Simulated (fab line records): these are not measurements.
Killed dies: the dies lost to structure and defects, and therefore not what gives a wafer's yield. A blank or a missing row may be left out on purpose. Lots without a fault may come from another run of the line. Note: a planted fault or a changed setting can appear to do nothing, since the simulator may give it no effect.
Which tool did it?	flow sky130	11 lots, 33 wafers sampled, at 5 steps of a route of 708

## WHAT THE GAUGES READ, wafer by wafer
SKY_VT_ADJUST_HVTR_OVL_MEAS_08. Usual: for VT_ADJUST_HVTR_OVL the level is -1.0 nm and the standard deviation is 1.3.
lot	measured	on	VT_ADJUST_HVTR_OVL (nm)	flag
L120	day 10 06:26	overlay-01	1.1 -0.2 0.3	
L122	day 11 00:01	overlay-02	-2.7 -2.3 -0.7	
L124	day 11 12:48	overlay-01	-3.1 -3.3 -3.1	
L125	day 11 19:48	overlay-01	-2.0 -1.4 -3.7	
L127	day 12 09:52	overlay-02	-1.3 -2.9 -2.1	
L128	day 12 16:41	overlay-02	-0.6 -1.0 -0.8	
L131	day 13 20:29	overlay-02	0.5 0.8 -0.6	
L132	day 14 06:11	overlay-01	-1.6 -1.8 -1.2	
L133	day 14 10:28	overlay-01	-2.3 -0.8 -1.0	
L135	day 15 02:22	overlay-01	0.3 0.5 0.3	
L140	day 16 13:58	overlay-02	0.8 0.6 0.3	

SKY_GATE_OXIDE_TW_MEAS_14. Usual: for GATE_OXIDE_TW the level is 221.9 and the standard deviation is 2.
lot	measured	on	GATE_OXIDE_TW	flag
L120	day 14 16:25	filmMetro-02	223.2 222.6 223.3	
L122	day 15 11:53	filmMetro-04	223.0 223.3 223.6	
L124	day 16 05:20	filmMetro-01	222.6 221.1 222.0	
L125	day 16 12:31	filmMetro-02	218.7 218.6 218.8	
L127	day 17 05:49	filmMetro-02	220.5 219.9 220.5	
L128	day 17 12:45	filmMetro-04	223.9 224.3 224.5	
L131	day 18 20:32	filmMetro-02	197.8 197.7 197.2 197.2 196.8 197.9	OFF
L132	day 19 10:05	filmMetro-01	200.8 200.3 201.0 200.3 201.0 200.7	OFF
L133	day 19 13:11	filmMetro-02	198.0 199.0 197.7 198.0 197.9 197.6	OFF
L135	day 20 08:49	filmMetro-01	221.8 222.6 222.4	
L140	day 22 13:56	filmMetro-01	223.4 223.2 224.4	

## EACH LOT AND THE TOOL THAT RAN IT (in order: tool; ch and the chambers of the sampled wafers; start)
lot	SKY_VT_ADJUST_NCORE_STRIP_10	SKY_GATE_OXIDE_IMPLANT_11	SKY_GATE_OXIDE_STRIP_13
L120	plasmaAsher-02 ch 0,1, day 9 08:59	implanter-04 ch 0, day 14 16:04	plasmaAsher-02 ch 1, day 14 16:19
L122	plasmaAsher-04 ch 0,1, day 10 02:20	implanter-01 ch 0, day 15 11:34	plasmaAsher-02 ch 0,1, day 15 11:47
L124	plasmaAsher-01 ch 0,1, day 10 13:11	implanter-04 ch 0, day 16 04:59	plasmaAsher-01 ch 0,1, day 16 05:13
L125	plasmaAsher-02 ch 0,1, day 10 20:08	implanter-04 ch 0, day 16 12:03	plasmaAsher-02 ch 0,1, day 16 12:24
L127	plasmaAsher-02 ch 0,1, day 11 10:02	implanter-01 ch 0, day 17 05:28	plasmaAsher-04 ch 0,1, day 17 05:43
L128	plasmaAsher-02 ch 0,1, day 11 16:08	implanter-01 ch 0, day 17 12:24	plasmaAsher-01 ch 0,1, day 17 12:39
L131	plasmaAsher-01 ch 0, day 12 18:56	implanter-01 ch 0, day 18 20:10	plasmaAsher-04 ch 0,1, day 18 20:26
L132	plasmaAsher-01 ch 0,1, day 13 04:14	implanter-01 ch 0, day 19 09:43	plasmaAsher-04 ch 0,1, day 19 09:59
L133	plasmaAsher-04 ch 0, day 13 08:17	implanter-01 ch 0, day 19 12:49	plasmaAsher-04 ch 0,1, day 19 13:05
L135	plasmaAsher-04 ch 0,1, day 14 00:11	implanter-04 ch 0, day 20 08:28	plasmaAsher-02 ch 0,1, day 20 08:43
L140	plasmaAsher-01 ch 0,1, day 15 10:19	implanter-01 ch 0, day 22 13:37	plasmaAsher-04 ch 0,1, day 22 13:52
- SKY_VT_ADJUST_NCORE_STRIP_10: strips in O2/N2.
- SKY_GATE_OXIDE_IMPLANT_11
- SKY_GATE_OXIDE_STRIP_13: strips in O2/N2.

## WHAT THE TOOLS THEMSELVES READ (means of the sampled wafers that have a number; where no wafer has one, the mark that the record gives instead)
SKY_VT_ADJUST_NCORE_STRIP_10. Usual: drypumpMotorCurrentA 5.5 A, standard deviation 0.39; oesProductAu 0.716 a.u., standard deviation 0.0046; stripTimeToEndpointS 14.17 s, standard deviation 0.037.
lot	tool	drypumpMotorCurrentA (A)	oesProductAu (a.u.)	stripTimeToEndpointS (s)	flag
L120	plasmaAsher-02	5.3	0.710	14.16	
L122	plasmaAsher-04	5.1	0.720	14.15	
L124	plasmaAsher-01	6.0	0.717	14.18	
L125	plasmaAsher-02	5.3	0.716	14.20	
L127	plasmaAsher-02	5.3	0.717	14.18	
L128	plasmaAsher-02	5.3	0.721	14.19	
L131	plasmaAsher-01	6.1	0.718	14.17	
L132	plasmaAsher-01	5.9	0.715	14.18	
L133	plasmaAsher-04	5.5	0.714	14.13	
L135	plasmaAsher-04	5.1	0.714	14.22	
L140	plasmaAsher-01	6.0	0.716	14.16	

SKY_GATE_OXIDE_IMPLANT_11. Usual: doseIonsCm2 2.5998e+12, standard deviation 2.6e+09; faradayCurrentUA 14.61, standard deviation 0.29.
lot	tool	doseIonsCm2	faradayCurrentUA	flag
L120	implanter-04	2.6003e+12	14.60	
L122	implanter-01	2.6030e+12	14.73	
L124	implanter-04	2.5985e+12	14.68	
L125	implanter-04	2.6035e+12	14.81	
L127	implanter-01	2.6012e+12	14.71	
L128	implanter-01	2.6024e+12	14.36	
L131	implanter-01	1.8011e+12	10.40	OFF
L132	implanter-01	1.7987e+12	10.16	OFF
L133	implanter-01	1.8005e+12	10.05	OFF
L135	implanter-04	2.6003e+12	14.49	
L140	implanter-01	2.6007e+12	14.48	

SKY_GATE_OXIDE_STRIP_13. Usual: drypumpMotorCurrentA 5.4 A, standard deviation 0.35; oesProductAu 0.715 a.u., standard deviation 0.0048; stripTimeToEndpointS 14.17 s, standard deviation 0.047.
lot	tool	drypumpMotorCurrentA (A)	oesProductAu (a.u.)	stripTimeToEndpointS (s)	flag
L120	plasmaAsher-02	5.4	0.712	14.11	
L122	plasmaAsher-02	5.3	0.711	14.12	
L124	plasmaAsher-01	6.0	0.716	14.21	
L125	plasmaAsher-02	5.4	0.714	14.16	
L127	plasmaAsher-04	5.3	0.717	14.22	
L128	plasmaAsher-01	6.0	0.716	14.22	
L131	plasmaAsher-04	5.1	0.714	14.13	
L132	plasmaAsher-04	5.2	0.718	14.17	
L133	plasmaAsher-04	5.3	0.714	14.15	
L135	plasmaAsher-02	5.3	0.711	14.17	
L140	plasmaAsher-04	5.1	0.714	14.09	

## THE ANSWER, worked out from the rows above alone
Rule: take the mean of a lot's wafers that have a number; if it is more than 3 standard deviations from the usual mean, the lot is off. Also off: a lot with no number at a reading for which 4 or more lots have one. Any other lot the step has rows for is counted as sound. After the gauges, taken in route order, come the tools' own readings; for these a lot's mean is taken, as printed above. At the first step where some lot is off, the reading lying furthest off is the one used; lots without a number count as furthest.
Off: at SKY_GATE_OXIDE_TW_MEAS_14 (GATE_OXIDE_TW), L131, L132, L133.
A tool fits if, at a process step before that reading, it ran every lot that is off, and no sound lot after the first of them. Not tried: the gauges at SKY_GATE_OXIDE_TW_MEAS_14; whatever is off there is also off at SKY_GATE_OXIDE_IMPLANT_11, on other tools, and gauge error can't account for it. Of those tried, none fits.

## WHAT THE SIMULATOR HAD PUT IN
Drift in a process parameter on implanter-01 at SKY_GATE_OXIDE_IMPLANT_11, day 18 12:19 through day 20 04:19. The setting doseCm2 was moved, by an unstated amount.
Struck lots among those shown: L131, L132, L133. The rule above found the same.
